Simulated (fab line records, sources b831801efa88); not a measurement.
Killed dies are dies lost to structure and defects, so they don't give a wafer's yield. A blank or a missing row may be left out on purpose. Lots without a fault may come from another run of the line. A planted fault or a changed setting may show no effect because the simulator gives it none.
Problem report in the 8D (eight disciplines) form, filled by code | flow gf180mcu | the parts of the form that need people (team, actions taken, sign-off) are left out

1. THE PROBLEM
oes_product_au at GF_V5_ETCH_17 reads a mean of 0.968 a.u. on 2 wafers of 2 lots; wafers without a fault read 0.859 a.u. with a standard deviation of 0.0046. That is +24 standard deviations from the usual mean.
The step: etches SiO2 in C4F8/O2/Ar, stops on TiN, target depth 855 nm.
The step gives no start for some of these wafers. The record holds 18 wafers of 6 lots with a number at this step. Rule for "out", or "out of limits": more than 4 standard deviations from the usual mean. The other wafers with a number count as sound.

2. WHAT IT IS AND WHAT IT IS NOT
question                    | is                       | is not
which readings at this step | oes_product_au           | -
which lots                  | L779, L781               | L775, L776, L778, L791
which wafers of those lots  | L779.2, L781.2           | L779.3, L779.5, L781.1, L781.3
read on which tools         | rie_diel-01, rie_diel-04 | -

3. SUSPECTS, AND WHAT RULES EACH OUT
Counting: a tool at a process step up to the reading stays a suspect if it ran every lot that is out. Sound lots after the first of them don't rule it out here, since some wafers of a struck lot are sound.
- cmp-02 at GF_V5_CMP_04 (polishes SiO2): kept. It ran every lot that is out, first L779 (day 29 18:02); its last sound lot up to then is L778 (day 29 13:59).
- Within cmp-02 at GF_V5_CMP_04: the wafers that are out ran in chamber 2; their sound lot-mates ran in chambers 0, 1.
Left after counting: cmp-02 at GF_V5_CMP_04.

4. THE CAUSE (what the simulator had put in)
Process parameter drift: cmp-02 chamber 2, from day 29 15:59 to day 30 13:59, at GF_V5_CMP_04. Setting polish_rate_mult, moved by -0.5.
Counting left only this tool.

5. THE CHAIN OF EFFECTS, in route order
Each row: a reading whose mean over the struck wafers that have a number lies more than 3 standard deviations from the usual. Only readings for which the record gives a usual standard deviation are gone through. hours: the time from each lot's start at the first step in this table that gives one to its start at this step, as a median over the lots. sigmas: the change in usual standard deviations.
hours | step          | reading        | usual      | on struck wafers | change | sigmas
-     | GF_V5_ETCH_17 | oes_product_au | 0.859 a.u. | 0.968            | +0.109 | +24
The process steps in it:
- GF_V5_ETCH_17: etches SiO2 in C4F8/O2/Ar, stops on TiN, target depth 855 nm.
Later measuring or inspecting steps at which every struck wafer that the step has a row for has a number for every such reading, and none has moved that far: GF_V5_RS_MEAS_24, GF_V5_THK_MEAS_25.

6. WHAT WOULD HAVE CAUGHT IT SOONER
Of the tool readings at GF_V5_CMP_04 for which the record gives a usual standard deviation, none was out on any struck wafer, so an alarm limit of 4 standard deviations on them would not have fired.
